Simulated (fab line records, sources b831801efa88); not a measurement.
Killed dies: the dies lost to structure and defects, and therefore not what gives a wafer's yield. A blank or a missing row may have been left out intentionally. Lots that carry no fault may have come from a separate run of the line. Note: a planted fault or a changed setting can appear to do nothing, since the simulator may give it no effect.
What tool caused it? ; flow sky130 ; 13 lots with 39 wafers sampled at 3 steps, on a route of 708 steps

WHAT THE GAUGES SHOWED, per wafer
SKY_VIA3_RS_MEAS_22: measures by four-point-probe.
lot;measured;on;VIA3_W_RS (ohm/sq)
L100;day 40 16:00;film-metro-02;0.292 0.292 0.288
L995;day 40 16:07;film-metro-04;0.295 0.292 0.296
L998;day 40 16:27;film-metro-04;0.295 0.298 0.291
L997;day 40 18:42;film-metro-04;0.296 0.294 0.296
L101;day 40 19:05;film-metro-04;0.297 0.293 0.296
L102;day 40 19:46;film-metro-03;0.291 0.289 0.289
L104;day 41 21:58;film-metro-04;0.294 0.297 0.295
L110;day 46 09:11;film-metro-04;0.298 0.300 0.299
L108;day 46 09:43;film-metro-02;0.298 0.297 0.296
L106;day 46 11:55;film-metro-04;0.301 0.300 0.304
L111;day 46 17:58;film-metro-03;0.297 0.293 0.293
L117;day 46 20:44;film-metro-04;0.294 0.290 0.295
L113;day 46 23:07;film-metro-03;0.294 0.294 0.291

SKY_VIA3_THK_MEAS_23: measures by xrf.
lot;measured;on;VIA3_W_THK (nm)
L100;day 40 16:07;film-metro-02;401 400 407
L995;day 40 16:14;film-metro-04;408 408 405
L998;day 40 16:33;film-metro-04;407 405 413
L997;day 40 18:49;film-metro-04;403 405 404
L101;day 40 19:12;film-metro-04;404 406 407
L102;day 40 19:53;film-metro-03;412 413 417
L104;day 41 22:05;film-metro-04;404 397 400
L110;day 46 09:18;film-metro-04;399 397 397
L108;day 46 09:49;film-metro-02;397 398 400
L106;day 46 12:02;film-metro-04;393 391 388
L111;day 46 18:05;film-metro-03;397 402 401
L117;day 46 20:51;film-metro-04;403 409 402
L113;day 46 23:13;film-metro-03;404 402 408

SKY_METAL4_OVL_MEAS_14.
lot;measured;on;METAL4_OVL (nm)
L100;day 42 17:34;overlay-02;0 3 3
L995;day 42 17:55;overlay-02;5 4 6
L998;day 42 18:04;overlay-02;2 7 3
L997;day 42 20:07;overlay-02;0 0 4
L101;day 42 20:18;overlay-01;-7 -11 -13
L102;day 42 20:28;overlay-01;-1 4 7
L104;day 43 21:52;overlay-02;-1 4 4
L110;day 48 02:07;overlay-02;-13 -6 -9
L108;day 48 02:37;overlay-01;-7 -1 -6
L106;day 48 04:04;overlay-02;-2 0 0
L111;day 48 09:25;overlay-01;-3 2 2
L117;day 48 12:40;overlay-02;2 4 -2
L113;day 48 14:47;overlay-02;2 8 4

WHICH TOOL RAN EACH LOT (tool, then ch and the chambers of the sampled wafers, then the start)
Record: no process step prior to these readings.

AS READ BY THE TOOLS THEMSELVES (means over the sampled wafers that have a number; for cases with no such wafer, the mark the record gives instead)
The record holds no such reading with a usual standard deviation.

THE ANSWER, worked out from the rows above alone
Rule: what is usual is taken from the lots themselves. Put in order of their means at a reading, lots are off if they are a third of the lots or fewer, leave a main group of 4 or more, and stand apart from it by a gap of 3 or more times the standard deviation of the main group's means; of several such gaps the widest counts. The tables above print the reading to a certain number of digits; a main group whose means all agree to those digits is not used. A lot without any number at a reading at which 4 lots or more have one is off too. Where the step has rows for the other lots, those lots are counted as sound. First the gauges in route order, then the tools' own readings, where a lot's mean is used as printed above. The first step at which some lot is off is used, and at that step the reading that is off furthest; a lot without a number counts as furthest.
No lot is off at any reading shown: from this, nothing can be told.

WHAT THE SIMULATOR HAD INSERTED
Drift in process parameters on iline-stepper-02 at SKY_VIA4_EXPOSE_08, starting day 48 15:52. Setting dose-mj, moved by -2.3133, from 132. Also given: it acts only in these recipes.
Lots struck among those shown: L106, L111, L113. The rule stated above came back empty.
